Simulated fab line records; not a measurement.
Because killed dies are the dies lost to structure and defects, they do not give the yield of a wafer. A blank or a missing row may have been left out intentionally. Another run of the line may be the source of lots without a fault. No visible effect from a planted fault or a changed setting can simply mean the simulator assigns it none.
Which tool was responsible? :: flow sky130 :: 14 lots, 42 wafers sampled, at 5 steps of a route of 708

== WHAT THE GAUGES READ, wafer by wafer ==
SKY_SD_N_TW_MEAS_12. Usual: SD_N_TW 3964, standard deviation 29.
lot: L251
measured: day 27 16:02
on: film_metro-03
SD_N_TW: 3936 3940 3939
flag: 

lot: L254
measured: day 28 22:35
on: film_metro-03
SD_N_TW: 3901 3905 3920
flag: 

lot: L252
measured: day 28 22:54
on: film_metro-03
SD_N_TW: 3914 3917 3920
flag: 

lot: L253
measured: day 28 23:14
on: film_metro-04
SD_N_TW: 4026 4019 4012
flag: 

lot: L255
measured: day 29 09:30
on: film_metro-02
SD_N_TW: 3951 3950 3931
flag: 

lot: L256
measured: day 29 13:11
on: film_metro-03
SD_N_TW: 3964 3943 3953
flag: 

lot: L257
measured: day 29 20:52
on: film_metro-04
SD_N_TW: 4006 3984 4007
flag: 

lot: L265
measured: day 33 19:40
on: film_metro-04
SD_N_TW: 3969 3980 3984
flag: 

lot: L264
measured: day 33 22:56
on: film_metro-04
SD_N_TW: 3973 3966 3955
flag: 

lot: L269
measured: day 34 00:34
on: film_metro-02
SD_N_TW: 3960 3953 3952
flag: 

lot: L268
measured: day 34 01:26
on: film_metro-04
SD_N_TW: 3986 3974 3974
flag: 

lot: L270
measured: day 34 04:30
on: film_metro-02
SD_N_TW: 3979 3965 3961
flag: 

lot: L271
measured: day 34 17:29
on: film_metro-02
SD_N_TW: 3947 3958 3937
flag: 

lot: L273
measured: day 35 21:50
on: film_metro-03
SD_N_TW: 3951 3944 3959
flag: 

SKY_SD_N_RS_MEAS_16: a four-point-probe measurement. Usual: SD_N_RS 68.48 ohm/sq, standard deviation 0.11.
lot: L251
measured: day 27 16:20
on: film_metro-04
SD_N_RS (ohm/sq): 68.43 68.38 68.29
flag: 

lot: L254
measured: day 28 22:53
on: film_metro-04
SD_N_RS (ohm/sq): 68.35 68.55 68.69
flag: 

lot: L252
measured: day 28 23:12
on: film_metro-02
SD_N_RS (ohm/sq): 68.14 68.33 68.46
flag: 

lot: L253
measured: day 28 23:31
on: film_metro-03
SD_N_RS (ohm/sq): 68.62 68.47 68.44
flag: 

lot: L255
measured: day 29 09:47
on: film_metro-04
SD_N_RS (ohm/sq): 68.67 68.52 68.53
flag: 

lot: L256
measured: day 29 13:29
on: film_metro-04
SD_N_RS (ohm/sq): 68.35 68.41 68.34
flag: 

lot: L257
measured: day 29 21:10
on: film_metro-02
SD_N_RS (ohm/sq): 68.43 68.37 68.38
flag: 

lot: L265
measured: day 33 19:59
on: film_metro-02
SD_N_RS (ohm/sq): - - -
flag: OFF

lot: L264
measured: day 33 23:14
on: film_metro-04
SD_N_RS (ohm/sq): - - -
flag: OFF

lot: L269
measured: day 34 00:56
on: film_metro-04
SD_N_RS (ohm/sq): 68.56 68.47 68.68
flag: 

lot: L268
measured: day 34 01:44
on: film_metro-04
SD_N_RS (ohm/sq): 68.40 68.46 68.52
flag: 

lot: L270
measured: day 34 04:50
on: film_metro-02
SD_N_RS (ohm/sq): 68.35 68.41 68.51
flag: 

lot: L271
measured: day 34 17:55
on: film_metro-02
SD_N_RS (ohm/sq): 68.43 68.38 68.47
flag: 

lot: L273
measured: day 35 22:10
on: film_metro-02
SD_N_RS (ohm/sq): 68.62 68.46 68.58
flag: 

SKY_SD_N_RS_MEAS_17: a four-point-probe measurement. Usual: SD_P_RS 146.9 ohm/sq, standard deviation 0.32.
lot: L251
measured: day 27 16:28
on: film_metro-04
SD_P_RS (ohm/sq): 146.7 146.1 146.6
flag: 

lot: L254
measured: day 28 23:01
on: film_metro-04
SD_P_RS (ohm/sq): 147.1 147.1 147.2
flag: 

lot: L252
measured: day 28 23:19
on: film_metro-02
SD_P_RS (ohm/sq): 146.0 146.4 146.5
flag: 

lot: L253
measured: day 28 23:38
on: film_metro-03
SD_P_RS (ohm/sq): 147.3 146.5 147.1
flag: 

lot: L255
measured: day 29 09:55
on: film_metro-04
SD_P_RS (ohm/sq): 147.2 147.3 147.0
flag: 

lot: L256
measured: day 29 13:36
on: film_metro-04
SD_P_RS (ohm/sq): 146.9 146.7 146.5
flag: 

lot: L257
measured: day 29 21:17
on: film_metro-02
SD_P_RS (ohm/sq): 147.6 146.9 147.0
flag: 

lot: L269
measured: day 34 01:04
on: film_metro-04
SD_P_RS (ohm/sq): 146.9 147.0 147.3
flag: 

lot: L268
measured: day 34 01:51
on: film_metro-04
SD_P_RS (ohm/sq): 147.1 147.0 147.2
flag: 

lot: L270
measured: day 34 04:57
on: film_metro-02
SD_P_RS (ohm/sq): 146.6 147.1 147.4
flag: 

lot: L271
measured: day 34 18:02
on: film_metro-02
SD_P_RS (ohm/sq): 147.1 146.6 146.4
flag: 

lot: L273
measured: day 35 22:17
on: film_metro-02
SD_P_RS (ohm/sq): 147.2 146.7 147.6
flag: 

== EACH LOT AND THE TOOL THAT RAN IT (in order: tool; ch and the chambers of the sampled wafers; start) ==
lot: L251
SKY_SD_P_STRIP_10: plasma_asher-04 ch 0,1, day 25 06:05
SKY_SD_N_RTA_14: rtp_anneal-02 ch 0, day 27 16:10

lot: L254
SKY_SD_P_STRIP_10: plasma_asher-01 ch 0,1, day 26 13:26
SKY_SD_N_RTA_14: rtp_anneal-01 ch 0, day 28 22:42

lot: L252
SKY_SD_P_STRIP_10: plasma_asher-03 ch 0,1, day 26 13:44
SKY_SD_N_RTA_14: rtp_anneal-02 ch 0, day 28 23:01

lot: L253
SKY_SD_P_STRIP_10: plasma_asher-04 ch 0,1, day 26 14:02
SKY_SD_N_RTA_14: rtp_anneal-01 ch 0, day 28 23:20

lot: L255
SKY_SD_P_STRIP_10: plasma_asher-03 ch 0,1, day 26 23:44
SKY_SD_N_RTA_14: rtp_anneal-02 ch 0, day 29 09:37

lot: L256
SKY_SD_P_STRIP_10: plasma_asher-03 ch 0,1, day 27 03:56
SKY_SD_N_RTA_14: rtp_anneal-01 ch 0, day 29 13:19

lot: L257
SKY_SD_P_STRIP_10: plasma_asher-03 ch 0,1, day 27 12:14
SKY_SD_N_RTA_14: rtp_anneal-02 ch 0, day 29 20:59

lot: L265
SKY_SD_P_STRIP_10: plasma_asher-04 ch 0,1, day 31 12:32
SKY_SD_N_RTA_14: rtp_anneal-01, day 33 19:46

lot: L264
SKY_SD_P_STRIP_10: plasma_asher-03 ch 0,1, day 31 16:23
SKY_SD_N_RTA_14: rtp_anneal-02, day 33 23:03

lot: L269
SKY_SD_P_STRIP_10: plasma_asher-04 ch 0,1, day 31 17:01
SKY_SD_N_RTA_14: rtp_anneal-02 ch 0, day 34 00:41

lot: L268
SKY_SD_P_STRIP_10: plasma_asher-04 ch 0,1, day 31 18:17
SKY_SD_N_RTA_14: rtp_anneal-02 ch 0, day 34 01:34

lot: L270
SKY_SD_P_STRIP_10: plasma_asher-03 ch 0,1, day 31 21:05
SKY_SD_N_RTA_14: rtp_anneal-01 ch 0, day 34 04:37

lot: L271
SKY_SD_P_STRIP_10: plasma_asher-04 ch 0,1, day 32 11:08
SKY_SD_N_RTA_14: rtp_anneal-02 ch 0, day 34 17:38

lot: L273
SKY_SD_P_STRIP_10: plasma_asher-04 ch 0,1, day 33 16:32
SKY_SD_N_RTA_14: rtp_anneal-01 ch 0, day 35 21:56
- SKY_SD_P_STRIP_10: strips in O2/N2.
- SKY_SD_N_RTA_14: time 2 s.

== WHAT THE TOOLS THEMSELVES READ (means of the sampled wafers that have a number; where no wafer has one, the mark that the record gives instead) ==
SKY_SD_P_STRIP_10. Usual: drypump_motor_current_A 6.20 A, standard deviation 0.23; oes_product_au 0.617 a.u., standard deviation 0.0047; strip_time_to_endpoint_s 17.47 s, standard deviation 0.049.
lot: L251
tool: plasma_asher-04
drypump_motor_current_A (A): 6.25
oes_product_au (a.u.): 0.614
strip_time_to_endpoint_s (s): 17.49
flag: 

lot: L254
tool: plasma_asher-01
drypump_motor_current_A (A): 5.75
oes_product_au (a.u.): 0.612
strip_time_to_endpoint_s (s): 17.45
flag: 

lot: L252
tool: plasma_asher-03
drypump_motor_current_A (A): 6.13
oes_product_au (a.u.): 0.616
strip_time_to_endpoint_s (s): 17.53
flag: 

lot: L253
tool: plasma_asher-04
drypump_motor_current_A (A): 6.21
oes_product_au (a.u.): 0.613
strip_time_to_endpoint_s (s): 17.40
flag: 

lot: L255
tool: plasma_asher-03
drypump_motor_current_A (A): 6.10
oes_product_au (a.u.): 0.619
strip_time_to_endpoint_s (s): 17.48
flag: 

lot: L256
tool: plasma_asher-03
drypump_motor_current_A (A): 6.28
oes_product_au (a.u.): 0.618
strip_time_to_endpoint_s (s): 17.48
flag: 

lot: L257
tool: plasma_asher-03
drypump_motor_current_A (A): 6.14
oes_product_au (a.u.): 0.619
strip_time_to_endpoint_s (s): 17.42
flag: 

lot: L265
tool: plasma_asher-04
drypump_motor_current_A (A): 6.23
oes_product_au (a.u.): 0.617
strip_time_to_endpoint_s (s): 17.44
flag: 

lot: L264
tool: plasma_asher-03
drypump_motor_current_A (A): 6.31
oes_product_au (a.u.): 0.621
strip_time_to_endpoint_s (s): 17.46
flag: 

lot: L269
tool: plasma_asher-04
drypump_motor_current_A (A): 6.21
oes_product_au (a.u.): 0.622
strip_time_to_endpoint_s (s): 17.44
flag: 

lot: L268
tool: plasma_asher-04
drypump_motor_current_A (A): 6.23
oes_product_au (a.u.): 0.615
strip_time_to_endpoint_s (s): 17.45
flag: 

lot: L270
tool: plasma_asher-03
drypump_motor_current_A (A): 6.31
oes_product_au (a.u.): 0.616
strip_time_to_endpoint_s (s): 17.50
flag: 

lot: L271
tool: plasma_asher-04
drypump_motor_current_A (A): 6.24
oes_product_au (a.u.): 0.622
strip_time_to_endpoint_s (s): 17.41
flag: 

lot: L273
tool: plasma_asher-04
drypump_motor_current_A (A): 6.20
oes_product_au (a.u.): 0.621
strip_time_to_endpoint_s (s): 17.43
flag: 

SKY_SD_N_RTA_14. Usual: anneal_temp_c_max 1080.0, standard deviation 1; chamber_o2_ppm 2.001, standard deviation 0.019; lamp_power_pct 15.74 %, standard deviation 0.053; wafer_temp_C_max 1078.1, standard deviation 1.2.
lot: L251
tool: rtp_anneal-02
anneal_temp_c_max: 1079.6
chamber_o2_ppm: 1.980
lamp_power_pct (%): 15.75
wafer_temp_C_max: 1077.9
flag: 

lot: L254
tool: rtp_anneal-01
anneal_temp_c_max: 1079.6
chamber_o2_ppm: 1.984
lamp_power_pct (%): 15.69
wafer_temp_C_max: 1077.4
flag: 

lot: L252
tool: rtp_anneal-02
anneal_temp_c_max: 1079.7
chamber_o2_ppm: 1.997
lamp_power_pct (%): 15.73
wafer_temp_C_max: 1078.0
flag: 

lot: L253
tool: rtp_anneal-01
anneal_temp_c_max: 1079.7
chamber_o2_ppm: 2.011
lamp_power_pct (%): 15.73
wafer_temp_C_max: 1078.2
flag: 

lot: L255
tool: rtp_anneal-02
anneal_temp_c_max: 1080.3
chamber_o2_ppm: 2.004
lamp_power_pct (%): 15.69
wafer_temp_C_max: 1078.2
flag: 

lot: L256
tool: rtp_anneal-01
anneal_temp_c_max: 1080.2
chamber_o2_ppm: 2.023
lamp_power_pct (%): 15.75
wafer_temp_C_max: 1078.7
flag: 

lot: L257
tool: rtp_anneal-02
anneal_temp_c_max: 1081.1
chamber_o2_ppm: 1.984
lamp_power_pct (%): 15.77
wafer_temp_C_max: 1077.6
flag: 

lot: L265
tool: rtp_anneal-01
anneal_temp_c_max: -
chamber_o2_ppm: -
lamp_power_pct (%): -
wafer_temp_C_max: -
flag: OFF

lot: L264
tool: rtp_anneal-02
anneal_temp_c_max: -
chamber_o2_ppm: -
lamp_power_pct (%): -
wafer_temp_C_max: -
flag: OFF

lot: L269
tool: rtp_anneal-02
anneal_temp_c_max: 1079.9
chamber_o2_ppm: 2.024
lamp_power_pct (%): 15.77
wafer_temp_C_max: 1079.4
flag: 

lot: L268
tool: rtp_anneal-02
anneal_temp_c_max: 1080.6
chamber_o2_ppm: 2.012
lamp_power_pct (%): 15.73
wafer_temp_C_max: 1078.2
flag: 

lot: L270
tool: rtp_anneal-01
anneal_temp_c_max: 1079.7
chamber_o2_ppm: 1.980
lamp_power_pct (%): 15.71
wafer_temp_C_max: 1078.9
flag: 

lot: L271
tool: rtp_anneal-02
anneal_temp_c_max: 1080.7
chamber_o2_ppm: 2.005
lamp_power_pct (%): 15.76
wafer_temp_C_max: 1079.2
flag: 

lot: L273
tool: rtp_anneal-01
anneal_temp_c_max: 1080.2
chamber_o2_ppm: 1.996
lamp_power_pct (%): 15.75
wafer_temp_C_max: 1078.4
flag: 

== THE ANSWER, worked out from the rows above alone ==
Rule: a lot counts as off when the mean over its wafers that have a number is more than 3 standard deviations away from the usual mean. Also off: a lot with no number at a reading for which 4 or more lots have one. The other lots that the step has rows for count as sound. Order of review: gauges by route order, followed by the tools' own readings, for which a lot's mean as printed above is used. The first step at which some lot is off is used, and at that step the reading that is off furthest; a lot without a number counts as furthest.
Off: L265, L264, at SKY_SD_N_RS_MEAS_16 (SD_N_RS). Without a number there: L265, L264.
A tool fits if, at a process step before that reading, it ran every lot that is off, and no sound lot after the first of them. The gauges at SKY_SD_N_RS_MEAS_16 aren't tried: what is off there is off at SKY_SD_N_RTA_14 too, on other tools, and a gauge's error can't cause that. Not one of the candidates tried fits.

== WHAT WAS PUT IN BY THE SIMULATOR ==
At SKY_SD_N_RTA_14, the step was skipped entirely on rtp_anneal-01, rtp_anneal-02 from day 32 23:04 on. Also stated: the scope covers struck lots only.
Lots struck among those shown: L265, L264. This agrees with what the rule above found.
